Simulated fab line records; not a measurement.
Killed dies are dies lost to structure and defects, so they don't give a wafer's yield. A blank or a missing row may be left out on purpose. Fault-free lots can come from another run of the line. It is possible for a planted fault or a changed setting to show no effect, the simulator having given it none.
The tool behind it: which one?	flow gf180mcu	6 lots with 18 wafers sampled at 3 steps, on a route of 602 steps

== WHAT EACH GAUGE READ, for each wafer ==
GF_DUAL_GATE_THK_MEAS_03.
lot	measured	on	DUAL_GATE_OXIDATION_00_THK (nm)
L561	day 8 03:22	film-metro-03	11.03 10.71 11.07
L564	day 9 03:44	film-metro-04	11.96 11.96 11.83
L566	day 9 15:57	film-metro-02	12.05 12.10 12.05
L575	day 12 09:32	film-metro-03	10.73 10.61 10.59
L579	day 13 09:04	film-metro-02	10.76 10.98 10.89
L581	day 13 22:28	film-metro-02	10.60 10.70 10.73

== WHAT TOOL EACH LOT RAN ON (gives the tool, then ch and the chambers of the sampled wafers, and finally the start) ==
lot	GF_VT_IMPLANT_STRIP_20	GF_DUAL_GATE_OXIDATION_02
L561	plasma-asher-03 ch 0,1, day 6 16:33	furnace-01 ch 0, day 8 01:55
L564	plasma-asher-02 ch 0,1, day 7 15:32	furnace-02 ch 0, day 9 02:17
L566	plasma-asher-04 ch 1, day 8 01:53	furnace-02 ch 0, day 9 14:31
L575	plasma-asher-02 ch 0,1, day 10 15:17	furnace-02 ch 0, day 12 08:06
L579	plasma-asher-02 ch 0,1, day 11 14:40	furnace-02 ch 0, day 13 07:36
L581	plasma-asher-03 ch 0,1, day 12 04:20	furnace-01 ch 0, day 13 21:00
- GF_VT_IMPLANT_STRIP_20: strips in O2/N2.
- GF_DUAL_GATE_OXIDATION_02: stabilise 600 s, purge 300 s, target thk 10.887 nm.

== THE ANSWER, worked out from the rows above alone ==
Rule: what is usual is taken from the lots themselves. The widest of any qualifying gaps counts: lots, ordered by their means at a reading, are off when they make up no more than a third of the lots, leave a main group of 4 or more, and stand apart from it by 3 or more times the standard deviation of that group's means. The tables above print the reading to a certain number of digits; a main group whose means all agree to those digits is not used. A lot without any number at a reading at which 4 lots or more have one is off too. Where the step has rows for the other lots, those lots are counted as sound.
Off: at GF_DUAL_GATE_THK_MEAS_03 (DUAL_GATE_OXIDATION_00_THK), L564, L566. Mean 10.78 nm and standard deviation 0.13 in the main group.
A tool fits if, at a process step before that reading, it ran every lot that is off, and no sound lot after the first of them. The gauges at GF_DUAL_GATE_THK_MEAS_03 are tried like those tools. Of those tried, none fits.

== WHAT HAD BEEN PUT IN BY THE SIMULATOR ==
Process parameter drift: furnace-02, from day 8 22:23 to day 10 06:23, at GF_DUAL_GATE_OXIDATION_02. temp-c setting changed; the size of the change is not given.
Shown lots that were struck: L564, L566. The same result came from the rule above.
